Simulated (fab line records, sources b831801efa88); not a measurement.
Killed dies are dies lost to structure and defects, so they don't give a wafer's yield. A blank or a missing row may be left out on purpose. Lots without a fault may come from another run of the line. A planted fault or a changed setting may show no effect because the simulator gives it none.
Which tool did it? | flow gf180mcu | 12 lots, 36 wafers sampled, at 6 steps of a route of 602

WHAT THE GAUGES READ, wafer by wafer
GF_HV_LDD_CD_MEAS_07: target cd 400 nm. Usual: cd_nm 400.8 nm, standard deviation 2.
lot  | measured     | on        | cd_nm (nm)        | flag
L111 | day 10 01:33 | cd_sem-01 | 402.5 404.8 402.4 |
L112 | day 10 09:34 | cd_sem-01 | 406.5 406.5 407.3 |
L113 | day 10 12:42 | cd_sem-02 | 399.4 399.4 402.1 |
L114 | day 11 02:07 | cd_sem-02 | 400.9 399.1 400.3 |
L115 | day 11 04:57 | cd_sem-02 | 399.4 399.3 397.3 |
L117 | day 11 21:42 | cd_sem-01 | 399.9 399.7 399.0 |
L120 | day 12 16:40 | cd_sem-02 | 398.9 398.9 401.5 |
L121 | day 13 02:24 | cd_sem-01 | 398.8 399.8 401.0 |
L128 | day 15 05:01 | cd_sem-02 | - - -             | OFF
L132 | day 16 15:25 | cd_sem-01 | 399.3 398.3 397.2 |
L133 | day 16 20:38 | cd_sem-02 | 400.5 400.3 401.0 |
L134 | day 17 03:19 | cd_sem-01 | 401.5 400.4 402.6 |

GF_HV_LDD_TW_MEAS_11. Usual: HV_LDD_TW 2414, standard deviation 23.
lot  | measured     | on            | HV_LDD_TW      | flag
L111 | day 10 01:57 | film_metro-02 | 2380 2379 2370 |
L112 | day 10 09:58 | film_metro-02 | 2386 2379 2381 |
L113 | day 10 13:07 | film_metro-04 | 2440 2430 2427 |
L114 | day 11 02:31 | film_metro-04 | 2415 2415 2435 |
L115 | day 11 05:21 | film_metro-02 | 2381 2372 2379 |
L117 | day 11 22:07 | film_metro-01 | 2447 2445 2423 |
L120 | day 12 17:04 | film_metro-01 | 2425 2429 2413 |
L121 | day 13 02:49 | film_metro-02 | 2376 2385 2398 |
L128 | day 15 05:25 | film_metro-04 | 30 30 30       | OFF
L132 | day 16 15:49 | film_metro-01 | 2425 2416 2424 |
L133 | day 16 21:02 | film_metro-04 | 2420 2420 2438 |
L134 | day 17 03:43 | film_metro-02 | 2371 2374 2387 |

GF_HV_LDD_TW_MEAS_23. Usual: HV_LDD_2_TW 1057, standard deviation 10.
lot  | measured     | on            | HV_LDD_2_TW    | flag
L111 | day 10 20:25 | film_metro-04 | 1072 1065 1060 |
L112 | day 11 04:18 | film_metro-01 | 1066 1072 1068 |
L113 | day 11 07:22 | film_metro-02 | 1032 1040 1037 |
L114 | day 11 21:31 | film_metro-04 | 1056 1056 1062 |
L115 | day 12 00:22 | film_metro-01 | 1059 1064 1058 |
L117 | day 12 18:06 | film_metro-01 | 1059 1065 1055 |
L120 | day 13 13:41 | film_metro-02 | 1043 1047 1047 |
L121 | day 13 23:13 | film_metro-02 | 1046 1041 1043 |
L128 | day 16 02:49 | film_metro-02 | 2415 2431 2416 | OFF
L132 | day 17 15:13 | film_metro-01 | 1070 1065 1069 |
L133 | day 17 20:16 | film_metro-04 | 1064 1064 1055 |
L134 | day 18 03:50 | film_metro-01 | 1062 1065 1066 |

GF_SAB_CD_MEAS_09: target cd 420 nm. Usual: cd_nm 420.5 nm, standard deviation 2.3.
lot  | measured     | on        | cd_nm (nm)        | flag
L111 | day 15 04:43 | cd_sem-01 | 424.1 426.1 423.6 |
L112 | day 15 13:23 | cd_sem-02 | 416.9 417.4 415.6 |
L113 | day 15 18:10 | cd_sem-01 | 417.0 415.1 416.7 |
L114 | day 16 09:29 | cd_sem-02 | 421.2 420.7 422.0 |
L115 | day 16 14:28 | cd_sem-01 | 421.2 418.8 418.9 |
L117 | day 17 09:19 | cd_sem-01 | 422.2 422.7 422.3 |
L120 | day 18 07:02 | cd_sem-02 | 424.7 424.4 426.4 |
L121 | day 18 22:07 | cd_sem-02 | 420.2 419.3 418.8 |
L132 | day 22 20:06 | cd_sem-01 | 416.6 417.0 417.4 |
L133 | day 22 23:12 | cd_sem-02 | 419.9 420.1 420.9 |
L134 | day 23 06:31 | cd_sem-01 | 422.3 422.1 423.5 |

GF_CONTACT_CD_MEAS_14: target cd 220 nm. Usual: cd_nm 220.3 nm, standard deviation 1.4.
lot  | measured     | on        | cd_nm (nm)        | flag
L111 | day 16 03:47 | cd_sem-02 | 219.2 219.4 219.3 |
L112 | day 16 12:39 | cd_sem-01 | 221.0 221.8 220.0 |
L113 | day 16 18:15 | cd_sem-02 | 218.6 218.6 219.3 |
L114 | day 17 09:55 | cd_sem-02 | 219.4 217.7 219.0 |
L115 | day 17 15:10 | cd_sem-02 | 219.3 220.9 220.9 |
L117 | day 18 09:46 | cd_sem-01 | 219.8 220.7 221.5 |
L120 | day 19 09:08 | cd_sem-01 | 223.5 223.2 222.5 |
L121 | day 19 23:39 | cd_sem-01 | 220.0 220.8 220.0 |
L132 | day 23 20:35 | cd_sem-01 | 221.0 219.3 220.0 |
L133 | day 23 22:59 | cd_sem-02 | 219.5 221.1 220.3 |
L134 | day 24 06:33 | cd_sem-02 | 220.5 219.7 219.9 |

WHICH TOOL RAN EACH LOT (tool, then ch and the chambers of the sampled wafers, then the start)
lot  | GF_HV_LDD_EXPOSE_04
L111 | iline_stepper-01 ch 0, day 9 17:10
L112 | iline_stepper-01 ch 0, day 10 00:34
L113 | iline_stepper-02 ch 0, day 10 03:55
L114 | iline_stepper-02 ch 0, day 10 17:10
L115 | iline_stepper-02 ch 0, day 10 19:57
L117 | iline_stepper-02 ch 0, day 11 12:34
L120 | iline_stepper-01 ch 0, day 12 07:13
L121 | iline_stepper-02 ch 0, day 12 16:29
L128 | iline_stepper-02 ch 0, day 14 18:34
L132 | iline_stepper-02 ch 0, day 16 03:47
L133 | iline_stepper-01 ch 0, day 16 09:22
L134 | iline_stepper-02 ch 0, day 16 16:16
- GF_HV_LDD_EXPOSE_04: exposes mask Nplus LV AREA, target cd 400 nm.

WHAT THE TOOLS THEMSELVES READ (means of the sampled wafers that have a number; where no wafer has one, the mark that the record gives instead)
The record holds no such reading with a usual standard deviation.

THE ANSWER, worked out from the rows above alone
Rule: a lot is off if the mean of its wafers that have a number lies more than 3 standard deviations from the usual mean. A lot without any number at a reading at which 4 lots or more have one is off too. The other lots that the step has rows for count as sound. The gauges are gone through in route order, then the tools' own readings, and for those a lot's mean is taken as printed above. The first step at which some lot is off is used, and at that step the reading that is off furthest; a lot without a number counts as furthest.
Off: L128, at GF_HV_LDD_CD_MEAS_07 (cd_nm). Without a number there: L128.
A tool fits if, at a process step before that reading, it ran every lot that is off, and no sound lot after the first of them. The gauges at GF_HV_LDD_CD_MEAS_07 aren't tried: what is off there is off at GF_HV_LDD_TW_MEAS_11 too, on other tools, and a gauge's error can't cause that. None of those tried fits.

WHAT THE SIMULATOR HAD PUT IN
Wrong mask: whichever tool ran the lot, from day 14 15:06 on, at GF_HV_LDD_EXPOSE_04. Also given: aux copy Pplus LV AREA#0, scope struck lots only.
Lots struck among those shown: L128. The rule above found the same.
